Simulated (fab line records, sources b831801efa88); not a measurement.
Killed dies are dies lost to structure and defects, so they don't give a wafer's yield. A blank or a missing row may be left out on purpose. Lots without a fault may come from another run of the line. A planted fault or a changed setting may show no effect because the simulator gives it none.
A struck lot beside a sound one | flow gf180mcu | 16 steps out of a route of 602
Sound: wafers L165.2, L165.3, L165.4. Struck: wafer L175.4. (L175.2, L175.3 of the same lot were not struck and are left out.) The cause comes at the end.
At each step with rows: each side's tool, then ch and its chambers, then its first start. Under that, the readings that differ: sound wafers | struck wafers | difference of the means | sigmas: that difference in standard deviations of wafers without a fault.
alike: readings whose means differ by less than 2 such deviations, and words and numbers that are the same on both sides. not compared: withheld readings, readings that some wafer has no value for, bounds like >300 that may hide the same value, and numbers for which the record gives no deviation and whose values overlap.
The two part at a step that has a row with sigmas, a row that says differs or no value, or rows on one side only. Numbers that don't overlap but have no deviation are shown without sigmas and don't part them. A reading that every wafer of one side lacks parts them only if that side has two wafers or more.

GF_M4_SPUTTER_04: material TiN, target thk 50 nm, time 41.7 s.
  sound on pvd_sputter-02, day 22 23:12; struck on pvd_sputter-04, day 26 14:35
  alike: cathode_dc_power_W, throttle_valve_pct
GF_M4_RS_MEAS_05: measures by four-point-probe.
  sound on film_metro-02, day 22 23:16; struck on film_metro-01, day 26 14:39
  alike: M4_ALCU_RS
GF_M4_THK_MEAS_06: measures by xrf.
  sound on film_metro-02, day 22 23:22; struck on film_metro-01, day 26 14:46
  reading          | sound       | struck | difference | sigmas
  M4_ALCU_THK (nm) | 439 445 432 | 451    | +12        | +2
then, 7 steps without rows for these wafers: GF_M4_DEHYDRATE_07 (time 60 s); GF_M4_HMDS_08 (prime time 60 s); GF_M4_COAT_09 (resist thk 1000 nm); GF_M4_SOFTBAKE_10 (time 60 s); GF_M4_EXPOSE_11 (exposes mask Metal4, target cd 280 nm); GF_M4_PEB_12 (peb time 90 s); GF_M4_DEVELOP_13 (develop time 60 s).
GF_M4_CD_MEAS_14: target cd 280 nm.
  sound on cd_sem-02, day 23 21:05; struck on cd_sem-02, day 27 11:19
  reading    | sound             | struck | difference | sigmas
  cd_nm (nm) | 281.8 279.6 281.2 | 278.1  | -2.8       | -2
GF_M4_OVL_MEAS_15:
  sound on overlay-01, day 23 21:11; struck on overlay-01, day 27 11:25
  alike: M4_OVL
GF_M4_METAL_ETCH_16: etches the open film in Cl2/BCl3, stops on SiO2, target depth 750.8 nm, time 125.1 s.
  sound on rie_metal-03 ch 0,1, day 23 21:13; struck on rie_metal-03 ch 0, day 27 11:27
  reading                             | sound                | struck | difference | sigmas
  oes_product_au (a.u.)               | 0.987 0.986 0.993    | 0.870  | -0.119     | -16
  throttle_valve_pct (%)              | 28.229 28.255 28.227 | 28.361 | +0.124     | +10
  model.KrF_of_M4_COAT_09.thk_nm (nm) | 692.2 690.2 676.2    | 749.4  | +63.2      |
  alike: drypump_motor_current_A, he_backside_leak_sccm, rf_fwd_power_W
  not compared: rf_hours_counter_h
GF_M4_STRIP_17: strips in O2/N2.
  sound on plasma_asher-01 ch 0,1, day 23 21:21; struck on plasma_asher-02 ch 0, day 27 11:35
  reading                      | sound             | struck | difference | sigmas
  oes_product_au (a.u.)        | 0.541 0.544 0.532 | 0.562  | +0.023     | +4
  strip_time_to_endpoint_s (s) | 7.46 7.43 7.29    | 8.03   | +0.64      | +8
  alike: drypump_motor_current_A, heater_power_w
  not compared: rf_hours_counter_h
then, 1 step without rows for these wafers: GF_M4_STRIP_18 (strips in post etch residue remover, time 1200 s).
-- the record jumps here: 5 days lie between the struck wafers' starts before and after (it left off in module M4 and takes up again in module PASSIVATION, whose first step shown is number 602 of the route) --
GF_PASSIVATION_PROBE_99:
  sound on prober-01, day 29 10:53; struck on prober-01, day 32 11:05
  not compared: model.etest.met4_comb.leak_log10_a_um

WHERE THEY PART
First at GF_M4_THK_MEAS_06; last, within this record, at GF_M4_STRIP_17.

WHY: what the simulator had put in
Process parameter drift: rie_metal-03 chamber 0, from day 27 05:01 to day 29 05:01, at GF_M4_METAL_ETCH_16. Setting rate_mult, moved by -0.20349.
